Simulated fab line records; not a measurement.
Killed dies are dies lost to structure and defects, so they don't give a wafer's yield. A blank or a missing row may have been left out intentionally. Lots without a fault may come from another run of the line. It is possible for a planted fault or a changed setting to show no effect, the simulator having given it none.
fab line records | flow gf180mcu
record: lots: 14 wafers: 42 last_day: 34
route steps=602 shown POLY_GATE@170 HV_LDD@183
lots with no fault: from the same line, run without faults
start_h: the number of hours between the record's first day and the start of the first shown wafer of the lot | wait_h: hours elapsed since this lot's preceding step | " identical to the entry in the row above | L1.1+2: a row that stands for several wafers | - no value, or no start was given | * or withheld: withheld | < > ~ a bound
route shown NAME@n: names a module that has steps shown in the file, with the first one's number in the route | usual: average and standard deviation across the fault-free wafers | same: alike in all rows | chamber/n: place in a boat | sites: the reading at each site | _std_site: standard deviation of those values | _edge_site: the outer-site mean with the inner-site mean subtracted | radius_mm: how far each site lies from the wafer's centre | mask NAME#n: copy n | behind: the last tool/chamber to shape the wafer | hold: reason for holding the lot/hours on hold/outcome of the hold | device: transistor that didn't switch, given as n, p or np | end of line: the same wafers' tests at the end of the route | for a step that has no rows: nothing shown but its recipe | killed: the dies lost at the first sort to structure and to defects; this is not the yield of the wafer | map: per-die view of a wafer (x killed, . not killed, _ where there is no die)
set.NAME: the setting the step ran with; set.NAME@STEP: the setting that earlier step ran with | model.NAME: the simulator's own value behind a step, which no gauge read
steps of the route over a sample of lots; a table a step, a row a wafer
services: a tool's chamber out of use, with start hour (start_h, from the record's first day; less than 0 if before it), hours out, and reason
== steps ==
step: GF_POLY_GATE_ETCH_13
recipe: target: poly-Si target_depth_nm: 198.5 stop_on: SiO2 over_etch_frac: 0.403 chemistry: HBr/Cl2 icp_w: 400 bias_w: 100 pressure_mtorr: 10 HBr_flow_sccm: 150 Cl2_flow_sccm: 50 time_s: 69.6
usual: drypump_motor_current_A: 5.53/0.28 oes_product_au: 0.991/0.0066 throttle_valve_pct: 33.684/0.0088
columns lot.wafer tool chamber start_h wait_h drypump_motor_current_A oes_product_au rf_hours_counter_h throttle_valve_pct
L780.1 rie_si-02 1 201.78 - 5.71 0.989 1 33.688
L780.2 " 3 " " 5.28 0.985 111 33.692
L780.5 " 1 " " 5.72 0.978 - 33.681
L781.1 rie_si-01 0 211.56 - 5.67 0.984 99 33.696
L781.4 " 1 " " 5.82 0.988 32 33.680
L781.5 " 0 " " 5.68 0.990 - 33.691
L785.1 rie_si-02 3 240.18 - 5.30 0.994 112 33.675
L785.5 " 3 " " 5.29 0.997 - 33.688
L785.6 " 2 " " 5.26 0.989 - 33.672
L786.3 rie_si-01 0 249.48 - 5.65 0.991 99 33.720
L786.4 " 1 " " 5.81 0.978 - 33.683
L786.5 " 2 " " 4.97 1.001 - 33.682
L788.2 rie_si-02 0 264.80 - 5.49 0.995 5 33.672
L788.5 " 0 " " 5.48 0.989 - 33.688
L788.6 " 2 " " 5.24 0.997 - 33.697
L789.2 rie_si-02 1 269.35 - 5.70 0.990 1 33.692
L789.5 " 1 " " 5.70 0.996 - 33.694
L789.6 " 2 " " 5.27 1.000 - 33.694
L791.1 rie_si-02 2 282.05 - 5.26 0.991 31 33.684
L791.2 " 3 " " 5.29 0.990 0 33.684
L791.3 " 0 " " 5.48 0.988 5 33.690
L792.3 rie_si-02 1 288.10 - 5.66 0.996 2 33.684
L792.4 " 2 " " 5.25 0.992 31 33.673
L792.6 " 2 " " 5.24 0.995 - 33.671
L795.4 rie_si-01 3 314.91 - 5.91 0.999 - 33.693
L795.5 " 1 " " 5.82 0.991 - 33.679
L795.6 " 2 " " 4.98 0.987 - 33.686
L796.1 rie_si-02 3 319.73 - 5.28 0.987 0 33.677
L796.4 " 0 " " 5.52 0.975 6 33.680
L796.6 " 3 " " 5.31 0.981 - 33.685
L797.1 rie_si-02 2 326.23 - 5.23 1.003 31 33.683
L797.3 " 0 " " 5.50 0.997 6 33.686
L797.5 " 1 " " 5.70 1.009 - 33.682
L798.3 rie_si-01 3 333.30 - 5.90 0.989 6 33.686
L798.4 " 0 " " 5.64 0.994 0 33.691
L798.5 " 0 " " 5.65 0.989 - 33.685
L799.3 rie_si-02 2 342.95 - 5.25 1.005 31 33.681
L799.5 " 3 " " 5.29 1.000 - 33.690
L799.6 " 2 " " 5.25 0.998 - 33.671
L802.1 rie_si-01 1 362.48 - 5.81 0.996 34 33.692
L802.5 " 0 " " 5.65 1.003 - 33.664
L802.6 " 1 " " 5.83 0.996 - 33.698
step: GF_HV_LDD_CD_MEAS_07
recipe: target_cd_nm: 400
usual: cd_nm: 400.0/1.8
columns lot.wafer tool chamber start_h wait_h cd_nm
L780.1 cd_sem-02 - 221.35 0.1 400.3
L780.2 " - " " 399.6
L780.5 " - " " 401.0
L781.1 cd_sem-01 - 231.63 0.1 398.5
L781.4 " - " " 399.4
L781.5 " - " " 401.2
L785.1 cd_sem-01 - 261.83 0.1 400.4
L785.5 " - " " 401.3
L785.6 " - " " 400.4
L786.3 cd_sem-02 - 269.97 0.1 401.5
L786.4 " - " " 402.2
L786.5 " - " " 400.8
L788.2 cd_sem-01 - 287.45 0.1 403.2
L788.5 " - " " 400.9
L788.6 " - " " 400.6
L789.2 cd_sem-01 - 292.50 0.1 398.5
L789.5 " - " " 399.6
L789.6 " - " " 399.5
L791.1 cd_sem-02 - 303.73 0.1 399.0
L791.2 " - " " 402.1
L791.3 " - " " 401.2
L792.3 cd_sem-02 - 309.87 0.1 403.0
L792.4 " - " " 399.3
L792.6 " - " " 399.9
L795.4 cd_sem-02 - 339.83 0.1 396.3
L795.5 " - " " 399.2
L795.6 " - " " 395.7
L796.1 cd_sem-01 - 342.93 0.1 400.4
L796.4 " - " " 398.2
L796.6 " - " " 399.9
L797.1 cd_sem-02 - 349.47 0.1 400.3
L797.3 " - " " 399.0
L797.5 " - " " 398.8
L798.3 cd_sem-02 - 357.76 0.1 396.5
L798.4 " - " " 396.9
L798.5 " - " " 398.5
L799.3 cd_sem-02 - 366.99 0.2 399.4
L799.5 " - " " 402.0
L799.6 " - " " 400.1
L802.1 cd_sem-02 - 386.13 0.1 398.0
L802.5 " - " " 398.9
L802.6 " - " " 399.0
step: GF_HV_LDD_DEVELOP_30
recipe: develop_time_s: 60 dev_temp_c: 23
usual: chill_plate_temp_C: 23.00/0.11 develop_time_s: 60/0 resist_line_temp_C: 22.99/0.1
columns lot.wafer tool chamber start_h wait_h chill_plate_temp_C develop_time_s resist_line_temp_C
L780.1 litho_track-04 0 257.68 0.1 23.01 60 22.93
L780.2 " 0 " " 22.93 60 22.78
L780.5 " 0 " " 22.94 60 22.91
L781.1 litho_track-04 0 268.88 0.1 23.13 60 23.05
L781.4 " 0 " " 23.09 60 22.93
L781.5 " 0 " " 23.04 60 22.82
L785.1 litho_track-03 0 301.13 0.1 23.01 60 23.08
L785.5 " 0 " " 22.89 60 22.96
L785.6 " 0 " " 22.86 60 22.91
L786.3 litho_track-01 0 310.30 0.1 23.07 60 23.10
L786.4 " 0 " " 22.94 60 22.90
L786.5 " 0 " " 23.01 60 23.16
L788.2 litho_track-01 0 327.67 0.1 22.89 60 23.15
L788.5 " 0 " " 23.07 60 23.13
L788.6 " 0 " " 22.83 60 23.12
L789.2 litho_track-03 0 332.85 0.1 23.13 60 22.97
L789.5 " 0 " " 22.96 60 23.12
L789.6 " 0 " " 22.96 60 23.14
L791.1 litho_track-04 0 345.53 0.1 23.13 60 22.86
L791.2 " 0 " " 23.33 60 22.91
L791.3 " 0 " " 23.01 60 23.12
L792.3 litho_track-04 0 352.28 0.1 23.03 60 22.96
L792.4 " 0 " " 22.92 60 22.93
L792.6 " 0 " " 23.06 60 22.97
L795.4 litho_track-04 0 386.35 0.1 23.23 60 22.80
L795.5 " 0 " " 23.19 60 22.91
L795.6 " 0 " " 22.99 60 22.96
L796.1 litho_track-04 - 388.23 0.1 - - -
L796.4 " - " " - - -
L796.6 " - " " - - -
L797.1 litho_track-01 - 394.75 0.1 - - -
L797.3 " - " " - - -
L797.5 " - " " - - -
L798.3 litho_track-04 0 403.13 0.1 22.94 60 22.95
L798.4 " 0 " " 22.87 60 23.18
L798.5 " 0 " " 22.98 60 23.20
L799.3 litho_track-04 0 413.68 0.1 22.99 60 23.01
L799.5 " 0 " " 22.99 60 22.78
L799.6 " 0 " " 22.84 60 22.96
L802.1 litho_track-01 0 433.14 0.1 22.79 60 22.99
L802.5 " 0 " " 22.76 60 23.01
L802.6 " 0 " " 22.83 60 23.22
step: GF_HV_LDD_OVL_MEAS_47
usual: HV_LDD_03_OVL: -1.7/1.9
columns lot.wafer tool chamber start_h wait_h HV_LDD_03_OVL[nm]
L780.1 overlay-02 - 277.70 0.1 0.1
L780.2 " - " " 0.5
L780.5 " - " " -0.2
L781.1 overlay-01 - 289.40 0.1 1.3
L781.4 " - " " 0.6
L781.5 " - " " 1.3
L785.1 overlay-01 - 322.65 0.1 -3.9
L785.5 " - " " -4.5
L785.6 " - " " -3.3
L786.3 overlay-02 - 332.46 0.1 -1.2
L786.4 " - " " -2.5
L786.5 " - " " -2.9
L788.2 overlay-02 - 349.62 0.1 -0.6
L788.5 " - " " -0.8
L788.6 " - " " -0.1
L789.2 overlay-02 - 356.02 0.1 0.1
L789.5 " - " " -1.6
L789.6 " - " " -0.9
L791.1 overlay-01 - 369.02 0.1 -1.0
L791.2 " - " " -4.4
L791.3 " - " " -3.9
L792.3 overlay-02 - 376.23 0.1 -2.3
L792.4 " - " " -2.1
L792.6 " - " " -0.8
L795.4 overlay-02 - 410.68 0.1 -4.1
L795.5 " - " " -3.6
L795.6 " - " " -2.4
L796.1 overlay-01 - 413.19 0.1 1.4
L796.4 " - " " 1.0
L796.6 " - " " 1.4
L797.1 overlay-02 - 419.15 0.1 0.4
L797.3 " - " " -1.8
L797.5 " - " " -2.2
L798.3 overlay-01 - 427.91 0.1 -3.3
L798.4 " - " " -2.4
L798.5 " - " " -1.9
L799.3 overlay-01 - 438.48 0.1 -1.0
L799.5 " - " " -0.3
L799.6 " - " " -0.3
L802.1 overlay-01 - 458.60 0.1 0.5
L802.5 " - " " 0.1
L802.6 " - " " -0.9
== services ==
columns tool chamber start_h hours kind
rie_si-01 3 235.16 26.4 repair
rie_si-02 3 256.06 - clean
rie_si-02 3 256.06 21.0 scheduled_down
rie_si-02 3 256.06 21.0 vent_cycle
rie_si-01 1 264.90 5.6 repair
rie_si-02 - 298.45 14.6 pm
rie_si-01 0 308.63 - clean
rie_si-01 0 308.63 18.2 scheduled_down
rie_si-01 0 308.63 18.2 vent_cycle
rie_si-01 2 347.08 - clean
rie_si-01 2 347.08 23.2 scheduled_down
rie_si-01 2 347.08 23.2 vent_cycle
rie_si-02 0 356.08 3.1 repair
== key ==
first_sign: step: GF_HV_LDD_DEVELOP_30 reading: tool_record direction: missing
effect none on later readings
met_at GF_HV_LDD_DEVELOP_30
struck_lots L796,L797
later_rows_left_out L796.1,L796.4,L796.6,L797.1,L797.3,L797.5
sort_left_out L796.1,L796.4,L796.6,L797.1,L797.3,L797.5
tester_left_out L796,L797
not_acting_at GF_POLY_GATE_ETCH_13,GF_HV_LDD_CD_MEAS_07,GF_HV_LDD_OVL_MEAS_47
onset_between 386.35 388.23
fault: kind: skipped_step_whole tool: litho_track-01,litho_track-04 chamber: - onset_h: 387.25 steps: GF_HV_LDD_DEVELOP_30 scope: struck_lots_only
tester_left_out: of these lots the tester's yield and bins aren't shown, on N5 and GAA mostly nor the transistor test; their killed dies are dies lost to structure and defects alone, not to doping, threshold or leakage, so they don't give the yield
sort_left_out: the simulated sort isn't trusted on such a fault, so these wafers' sort isn't shown, and their yield isn't known
later_rows_left_out: the simulator's readings of these wafers behind a module that went badly wrong aren't trusted and aren't shown, but for the sort
